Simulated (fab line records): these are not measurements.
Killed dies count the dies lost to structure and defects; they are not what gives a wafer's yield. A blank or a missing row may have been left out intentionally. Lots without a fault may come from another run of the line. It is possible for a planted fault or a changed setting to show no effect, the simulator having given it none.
fab line records + flow sky130
record:
- lots: 13
- wafers: 39
- lastDay: 50
route steps=708 shown VIA2@509 PAD_OPEN@708
lots untouched by any fault: they come from a run of this same line in which no faults occurred
startH: start of the lot's first displayed wafer, in hours after the record's first day + waitH: how many hours have passed since the lot's step before this one + " the same as in the row above + L1.1+2: several wafers, shown together as one row + - value missing, or start not given + * or withheld: withheld + < > ~ a bound
route shown NAME@n: a module of which the file shows steps, and the number in the route of the first + usual: mean and standard deviation over wafers with no fault + same: alike in all rows + chamber/n: place in a boat + sites: the reading at each site + _std_site: standard deviation across them + _edge_site: inner sites' mean taken away from outer sites' mean + radiusMm: how far each site lies from the wafer's centre + mask NAME#n: copy n + behind: tool/chamber where the wafer was last shaped + hold: why the lot went on hold/how many hours it stayed there/how the hold came to an end + device: the n, p or np transistor that did not switch + end of line: the tests these same wafers got at the end of their route + a step given without rows: its recipe and nothing more + killed: the dies lost at the first sort to structure and to defects; this is not the yield of the wafer + map: a wafer's dies, marking killed ones x, the rest . and places with no die _
set.NAME: the run value of the setting; set.NAME@STEP: its run value at that earlier step + model.NAME: the simulator's own value behind a step, which no gauge read
steps of the route over a sample of lots; a table a step, a row a wafer
services: when a tool's chamber went out of use (startH, in hours from the record's first day, below 0 if earlier), for how many hours, and the reason
== steps ==
step: SKY_VIA2_CMP_02
recipe:
- material: SiO2
- downForcePsi: 4
- platenRpm: 60
- padVelocityMS: 0.94248
usual:
- motorCurrentA: 12.4/1.3
- retainingRingPressureFrac: 1.000/0.0052
| lot.wafer | tool   | chamber | startH | waitH | motorCurrentA | retainingRingPressureFrac |
|-----------|--------|---------|--------|-------|---------------|---------------------------|
| L330.4    | cmp-01 | 0       | 822.81 | 0.0   | 12.8          | 0.995                     |
| L330.3    | "      | 1       | "      | "     | 13.4          | 0.998                     |
| L330.5    | "      | 0       | "      | "     | 12.4          | 1.006                     |
| L333.2    | cmp-01 | 3       | 842.24 | 0.0   | 12.1          | 0.999                     |
| L333.1    | "      | 0       | "      | "     | 12.4          | 1.002                     |
| L333.6    | "      | 0       | "      | "     | 13.0          | 1.004                     |
| L334.4    | cmp-02 | 3       | 870.32 | 0.4   | 11.5          | 1.000                     |
| L334.6    | "      | 1       | "      | "     | 14.4          | 1.007                     |
| L334.5    | "      | 2       | "      | "     | 12.0          | 0.993                     |
| L335.3    | cmp-02 | 1       | 877.09 | 0.1   | 13.7          | 0.998                     |
| L335.5    | "      | 3       | "      | "     | 11.2          | 1.006                     |
| L335.6    | "      | 0       | "      | "     | 12.6          | 0.998                     |
| L337.4    | cmp-02 | 0       | 892.93 | 0.0   | 12.5          | 0.999                     |
| L337.2    | "      | 2       | "      | "     | 11.6          | 0.997                     |
| L337.5    | "      | 1       | "      | "     | 14.2          | 0.994                     |
| L338.2    | cmp-01 | 1       | 898.24 | 0.1   | 13.5          | 0.997                     |
| L338.1    | "      | 2       | "      | "     | 10.0          | 1.000                     |
| L338.5    | "      | 0       | "      | "     | 12.6          | 0.998                     |
| L341.4    | cmp-02 | 1       | 913.63 | 0.4   | 13.4          | 1.001                     |
| L341.2    | "      | 2       | "      | "     | 11.6          | 0.997                     |
| L341.5    | "      | 1       | "      | "     | 14.2          | 0.990                     |
| L342.4    | cmp-02 | 1       | 921.51 | 0.0   | 14.2          | 1.002                     |
| L342.3    | "      | 0       | "      | "     | 12.7          | 0.997                     |
| L342.5    | "      | 2       | "      | "     | 12.0          | 0.999                     |
| L344.1    | cmp-01 | 3       | 933.09 | 0.2   | 11.9          | 0.997                     |
| L344.6    | "      | 0       | "      | "     | 12.3          | 0.997                     |
| L344.5    | "      | 1       | "      | "     | 13.7          | 0.996                     |
| L345.3    | cmp-02 | 1       | 934.01 | 0.1   | 15.0          | 1.005                     |
| L345.4    | "      | 2       | "      | "     | 12.5          | 1.003                     |
| L345.6    | "      | 0       | "      | "     | 12.8          | 1.006                     |
| L352.2    | cmp-01 | 1       | 980.93 | 0.1   | 13.8          | 0.999                     |
| L352.4    | "      | 2       | "      | "     | 9.8           | 1.000                     |
| L352.6    | "      | 0       | "      | "     | 12.9          | 0.997                     |
| L351.2    | cmp-01 | 3       | 981.83 | 0.0   | 12.7          | 0.996                     |
| L351.4    | "      | 2       | "      | "     | 9.9           | 0.991                     |
| L351.6    | "      | 0       | "      | "     | 13.3          | 1.012                     |
| L353.4    | cmp-01 | 1       | 989.35 | 0.0   | 13.0          | 1.004                     |
| L353.3    | "      | 2       | "      | "     | 9.4           | 0.996                     |
| L353.1    | "      | 3       | "      | "     | 12.2          | 1.001                     |
step: SKY_VIA2_BOW_MEAS_03
recipe:
- mode: bow
usual:
- VIA2_BOW: 85/7
| lot.wafer | tool         | chamber | startH | waitH | hold                    | VIA2_BOW[um] |
|-----------|--------------|---------|--------|-------|-------------------------|--------------|
| L330.3    | filmMetro-04 | -       | 823.15 | 0.2   | -                       | 93           |
| L330.4    | "            | -       | "      | "     | -                       | 80           |
| L330.5    | "            | -       | "      | "     | -                       | 81           |
| L333.1    | filmMetro-04 | -       | 842.54 | 0.2   | -                       | 84           |
| L333.2    | "            | -       | "      | "     | -                       | 85           |
| L333.6    | "            | -       | "      | "     | -                       | 89           |
| L334.4    | filmMetro-04 | -       | 870.58 | 0.2   | -                       | 91           |
| L334.5    | "            | -       | "      | "     | -                       | 85           |
| L334.6    | "            | -       | "      | "     | -                       | 97           |
| L335.3    | filmMetro-04 | -       | 877.33 | 0.2   | -                       | 73           |
| L335.5    | "            | -       | "      | "     | -                       | 84           |
| L335.6    | "            | -       | "      | "     | -                       | 78           |
| L337.2    | filmMetro-03 | -       | 893.25 | 0.2   | -                       | 71           |
| L337.4    | "            | -       | "      | "     | -                       | 81           |
| L337.5    | "            | -       | "      | "     | -                       | 82           |
| L338.1    | filmMetro-02 | -       | 898.49 | 0.1   | -                       | 94           |
| L338.2    | "            | -       | "      | "     | -                       | 92           |
| L338.5    | "            | -       | "      | "     | -                       | 87           |
| L341.2    | filmMetro-02 | -       | 913.95 | 0.2   | -                       | 82           |
| L341.4    | "            | -       | "      | "     | -                       | 78           |
| L341.5    | "            | -       | "      | "     | -                       | 78           |
| L342.3    | filmMetro-04 | -       | 921.85 | 0.1   | awaitDispo/0.2h/release | 71           |
| L342.4    | "            | -       | "      | "     | awaitDispo/0.2h/release | 84           |
| L342.5    | "            | -       | "      | "     | awaitDispo/0.2h/release | 76           |
| L342.3    | filmMetro-04 | -       | 922.14 | 0.3   | -                       | -            |
| L342.4    | "            | -       | "      | "     | -                       | -            |
| L342.5    | "            | -       | "      | "     | -                       | -            |
| L344.1    | filmMetro-04 | -       | 933.24 | 0.1   | -                       | 80           |
| L344.5    | "            | -       | "      | "     | -                       | 86           |
| L344.6    | "            | -       | "      | "     | -                       | 78           |
| L345.3    | filmMetro-04 | -       | 934.30 | 0.2   | awaitDispo/0.2h/release | 71           |
| L345.4    | "            | -       | "      | "     | awaitDispo/0.2h/release | 75           |
| L345.6    | "            | -       | "      | "     | awaitDispo/0.2h/release | 83           |
| L345.3    | filmMetro-04 | -       | 934.58 | 0.3   | -                       | -            |
| L345.4    | "            | -       | "      | "     | -                       | -            |
| L345.6    | "            | -       | "      | "     | -                       | -            |
| L352.2    | filmMetro-02 | -       | 981.15 | 0.2   | -                       | 88           |
| L352.4    | "            | -       | "      | "     | -                       | 84           |
| L352.6    | "            | -       | "      | "     | -                       | 89           |
| L351.2    | filmMetro-02 | -       | 982.15 | 0.3   | -                       | 79           |
| L351.4    | "            | -       | "      | "     | -                       | 90           |
| L351.6    | "            | -       | "      | "     | -                       | 73           |
| L353.1    | filmMetro-03 | -       | 989.65 | 0.1   | -                       | 82           |
| L353.3    | "            | -       | "      | "     | -                       | 85           |
| L353.4    | "            | -       | "      | "     | -                       | 87           |
step: SKY_VIA2_ETCH_15
recipe:
- target: SiO2
- chemistry: C4F8/O2/Ar
- targetDepthNm: 546
- stopOn: TiN
- maskMaterial: KrF-thick
- sourceW: 1500
- biasW: 1200
- pressureMtorr: 40
- c4f8FlowSccm: withheld
- O2_flow_sccm: 6
- Ar_flow_sccm: 300
- timeS: 84
usual:
- oesProductAu: 0.940/0.0051
| lot.wafer | tool       | chamber | startH  | waitH | oesProductAu |
|-----------|------------|---------|---------|-------|--------------|
| L330.3    | rieDiel-02 | 1       | 849.80  | 0.0   | 0.940        |
| L330.4    | "          | 2       | "       | "     | 0.936        |
| L330.5    | "          | 1       | "       | "     | 0.938        |
| L333.1    | rieDiel-04 | 0       | 868.72  | 0.0   | 0.950        |
| L333.2    | "          | 1       | "       | "     | 0.948        |
| L333.6    | "          | 2       | "       | "     | 0.936        |
| L334.4    | rieDiel-01 | 1       | 895.92  | 0.0   | 0.940        |
| L334.5    | "          | 1       | "       | "     | 0.938        |
| L334.6    | "          | 2       | "       | "     | 0.937        |
| L335.3    | rieDiel-01 | 0       | 903.45  | 0.0   | 0.937        |
| L335.5    | "          | 3       | "       | "     | 0.929        |
| L335.6    | "          | 2       | "       | "     | 0.935        |
| L337.2    | rieDiel-02 | 1       | 918.10  | 0.0   | 0.936        |
| L337.4    | "          | 0       | "       | "     | 0.946        |
| L337.5    | "          | 0       | "       | "     | 0.931        |
| L338.1    | rieDiel-04 | 0       | 922.77  | 0.0   | 0.940        |
| L338.2    | "          | 2       | "       | "     | 0.939        |
| L338.5    | "          | 2       | "       | "     | 0.941        |
| L341.2    | rieDiel-04 | 0       | 938.37  | 0.0   | 0.939        |
| L341.4    | "          | 1       | "       | "     | 0.936        |
| L341.5    | "          | 0       | "       | "     | 0.938        |
| L342.3    | rieDiel-04 | 1       | 946.21  | 0.0   | 0.889        |
| L342.4    | "          | 0       | "       | "     | 0.880        |
| L342.5    | "          | 2       | "       | "     | 0.878        |
| L344.1    | rieDiel-04 | 2       | 958.21  | 0.0   | 0.950        |
| L344.5    | "          | 1       | "       | "     | 0.937        |
| L344.6    | "          | 0       | "       | "     | 0.940        |
| L345.3    | rieDiel-01 | 2       | 958.56  | 0.0   | 0.880        |
| L345.4    | "          | 0       | "       | "     | 0.889        |
| L345.6    | "          | 2       | "       | "     | 0.888        |
| L352.2    | rieDiel-01 | 0       | 1004.66 | 0.0   | 0.940        |
| L352.4    | "          | 3       | "       | "     | 0.934        |
| L352.6    | "          | 3       | "       | "     | 0.943        |
| L351.2    | rieDiel-04 | 2       | 1005.60 | 0.0   | 0.933        |
| L351.4    | "          | 0       | "       | "     | 0.940        |
| L351.6    | "          | 3       | "       | "     | 0.938        |
| L353.1    | rieDiel-02 | 1       | 1012.97 | 0.0   | 0.949        |
| L353.3    | "          | 2       | "       | "     | 0.943        |
| L353.4    | "          | 3       | "       | "     | 0.929        |
step: SKY_PAD_OPEN_PROBE_99
usual:
- defectLimitedYield: 82.7/1.9
- killed_at_M0_to_M3: 43/6.8
- killed_at_M4_up: 3.0/1.8
- killedAtContacts: 23/5.4
- killedAtFrontEnd: 15/4.4
- killedAtOther: 0.3/0.51
- killedDies: 85/9.2
- killedOpen: 47/6.8
- killedShort: 39/6.8
- sort_bin_3_pad_short: 0.8/0.43
- sort_bin_5_function: 10.3/1.5
- sort_bin_6_memory: 6.2/0.96
- sortNPass: 407/9.2
- sortYieldPct: 82.7/1.9
same:
- grossDies: 492
- killedAtBackSide: 0
- sort_bin_4_leakage[%]: 0
- sort_bin_8_speed[%]: 0
| lot.wafer | tool      | chamber | startH  | waitH | defectLimitedYield[%] | killed_at_M0_to_M3 | killed_at_M4_up | killedAtContacts | killedAtFrontEnd | killedAtOther | killedDies | killedOpen | killedShort | sort_bin_3_pad_short[%] | sort_bin_5_function[%] | sort_bin_6_memory[%] | sortNPass | sortYieldPct[%] |
|-----------|-----------|---------|---------|-------|-----------------------|--------------------|-----------------|------------------|------------------|---------------|------------|------------|-------------|-------------------------|------------------------|----------------------|-----------|-----------------|
| L342.3    | prober-02 | -       | 1152.39 | 0.2   | 83.5                  | 40                 | 5               | 13               | 23               | 0             | 81         | 35         | 46          | 1.4                     | 8.5                    | 6.5                  | 411       | 83.5            |
killed by level:class
L342.3 POLY_GATE:geometricParticle:open=7 VIA1:geometricParticle:open=7 POLY_GATE:geometricParticle:short=6 CONTACT:geometricParticle:open=5 METAL1:geometricParticle:short=5 VIA2:geometricParticle:open=5 METAL4:geometricParticle:short=5 FIELD_ISO:geometricParticle:short=4
== services ==
| tool       | chamber | startH | hours | kind                          |
|------------|---------|--------|-------|-------------------------------|
| rieDiel-02 | 0       | 804.82 | 5.1   | repair                        |
| rieDiel-02 | 2       | 810.96 | 9.2   | repair                        |
| rieDiel-01 | 1       | 817.75 | 3.2   | repair                        |
| cmp-02     | -       | 850.60 | 3.4   | repair                        |
| cmp-02     | -       | 861.63 | 4.1   | pm                            |
| cmp-01     | -       | 867.69 | 3.2   | pm                            |
| cmp-01     | -       | 893.26 | 3.3   | repair                        |
| rieDiel-02 | 2       | 894.38 | -     | clean                         |
| rieDiel-02 | 2       | 894.38 | 23.6  | scheduledDown                 |
| cmp-01     | -       | 912.27 | 4.0   | pm                            |
| cmp-01     | -       | 916.27 | -     | consumableReplace:conditioner |
| cmp-01     | -       | 916.27 | -     | consumableReplace:pad         |
| rieDiel-01 | 2       | 920.96 | -     | clean                         |
| rieDiel-01 | 2       | 920.96 | 13.4  | scheduledDown                 |
| rieDiel-01 | 2       | 920.96 | 13.4  | ventCycle                     |
| rieDiel-02 | 2       | 937.56 | 4.8   | repair                        |
| rieDiel-01 | 0       | 938.44 | 11.7  | repair                        |
| rieDiel-01 | 3       | 939.10 | 5.6   | repair                        |
| rieDiel-04 | 1       | 962.95 | 9.9   | repair                        |
| rieDiel-02 | -       | 963.04 | 0.2   | repair                        |
| cmp-02     | -       | 974.49 | 5.3   | repair                        |
| rieDiel-04 | 3       | 980.89 | 3.2   | repair                        |
| cmp-01     | -       | 982.13 | 6.0   | pm                            |
| cmp-01     | -       | 991.32 | 1.5   | repair                        |
== key ==
firstSign:
- step: SKY_VIA2_BOW_MEAS_03
- reading: visit
- direction: added
effect:
- step: SKY_VIA2_ETCH_15
- reading: oesProductAu
- direction: down
- sigmas: 11
- usual: 0.940
- struck: 0.884
metAt SKY_VIA2_CMP_02
struckLots L342,L345
onsetBetween 913.63 921.51
fault:
- kind: processParameterDrift
- tool: cmp-02
- chamber: -
- onsetH: 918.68
- steps: SKY_VIA2_CMP_02
- channel: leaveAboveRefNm
- offset: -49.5
- shape: step
- endH: 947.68
- actsIn: theseRecipesOnly
- stated: 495
